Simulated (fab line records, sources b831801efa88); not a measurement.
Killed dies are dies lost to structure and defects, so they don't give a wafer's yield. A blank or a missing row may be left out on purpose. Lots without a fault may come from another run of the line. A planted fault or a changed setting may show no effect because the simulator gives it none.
A struck lot beside a sound one | flow gf180mcu | 16 steps out of a route of 602
Sound: wafers L565.2, L565.4, L565.5. Struck: wafer L581.1. (L581.2, L581.5 of the same lot were not struck and are left out.) The cause comes at the end.
At each step with rows: each side's tool, then ch and its chambers, then its first start. Under that, the readings that differ: sound wafers | struck wafers | difference of the means | sigmas: that difference in standard deviations of wafers without a fault.
alike: readings whose means differ by less than 2 such deviations, and words and numbers that are the same on both sides. not compared: withheld readings, readings that some wafer has no value for, bounds like >300 that may hide the same value, and numbers for which the record gives no deviation and whose values overlap.
The two part at a step that has a row with sigmas, a row that says differs or no value, or rows on one side only. Numbers that don't overlap but have no deviation are shown without sigmas and don't part them. A reading that every wafer of one side lacks parts them only if that side has two wafers or more.

GF_MIM_STRIP_20: strips in O2/N2.
  sound on plasma_asher-01 ch 1, day 25 21:14; struck on plasma_asher-04 ch 1, day 30 21:35
  reading                      | sound             | struck | difference | sigmas
  oes_product_au (a.u.)        | 0.688 0.686 0.688 | 0.697  | +0.010     | +2
  strip_time_to_endpoint_s (s) | 11.15 11.14 11.21 | 11.29  | +0.12      | +2
  alike: drypump_motor_current_A, heater_power_w, n2_flow_sccm, platen_temp_c
  not compared: rf_hours_counter_h
then, 9 steps without rows for these wafers: GF_MIM_STRIP_21 (strips in post etch residue remover, time 1200 s); GF_MIM_CLEAN_22 (cleans in DIW); GF_M5_DEHYDRATE_00 (time 60 s); GF_M5_HMDS_01 (prime time 60 s); GF_M5_COAT_02 (resist thk 1000 nm); GF_M5_SOFTBAKE_03 (time 60 s); GF_M5_EXPOSE_04 (exposes mask Metal5, target cd 280 nm); GF_M5_PEB_05 (peb time 90 s); GF_M5_DEVELOP_06 (develop time 60 s).
GF_M5_CD_MEAS_07: target cd 280 nm.
  sound on cd_sem-01, day 26 17:56; struck on cd_sem-01, day 31 15:50
  reading    | sound             | struck | difference | sigmas
  cd_nm (nm) | 281.7 280.4 281.3 | 277.5  | -3.6       | -3
GF_M5_OVL_MEAS_08:
  sound on overlay-02, day 26 18:02; struck on overlay-01, day 31 15:57
  alike: M5_OVL
GF_M5_ETCH_09: etches Si3N4 in CF4/O2, target depth 52 nm, time 11.6 s.
  sound on rie_diel-01 ch 0,1,2, day 26 18:04; struck on rie_diel-04 ch 2, day 31 15:59
  reading                             | sound             | struck | difference | sigmas
  oes_product_au (a.u.)               | 0.993 1.001 1.015 | 1.203  | +0.200     | +25
  throttle_valve_pct (%)              | 5.968 5.970 5.952 | 6.028  | +0.065     | +7
  model.etch.depth_nm (nm)            | 51.62 51.87 52.53 | 68.93  | +16.92     |
  model.KrF_of_M5_COAT_02.thk_nm (nm) | 954.1 954.1 950.7 | 941.6  | -11.4      |
  alike: drypump_motor_current_A
  not compared: rf_hours_counter_h
GF_M5_METAL_ETCH_10: etches the open film in Cl2/BCl3, stops on SiO2, target depth 750.8 nm, time 125.1 s.
  sound on rie_metal-01 ch 1, day 26 18:05; struck on rie_metal-01 ch 1, day 31 16:01
  reading                             | sound             | struck | difference | sigmas
  model.KrF_of_M5_COAT_02.thk_nm (nm) | 645.9 646.2 644.3 | 637.2  | -8.3       |
  alike: drypump_motor_current_A, mfc_cl2_sccm, oes_product_au, throttle_valve_pct
  not compared: rf_hours_counter_h
GF_M5_STRIP_11: strips in O2/N2.
  sound on plasma_asher-03 ch 0,1, day 26 18:13; struck on plasma_asher-03 ch 1, day 31 16:08
  alike: drypump_motor_current_A, heater_power_w, n2_flow_sccm, oes_product_au, platen_temp_c, strip_time_to_endpoint_s
  not compared: rf_hours_counter_h
then, 1 step without rows for these wafers: GF_PASSIVATION_PROBE_99.

WHERE THEY PART
First at GF_MIM_STRIP_20; last, within this record, at GF_M5_ETCH_09. Later steps at which nothing parts them and some readings are alike: GF_M5_METAL_ETCH_10, GF_M5_STRIP_11.

WHY: what the simulator had put in
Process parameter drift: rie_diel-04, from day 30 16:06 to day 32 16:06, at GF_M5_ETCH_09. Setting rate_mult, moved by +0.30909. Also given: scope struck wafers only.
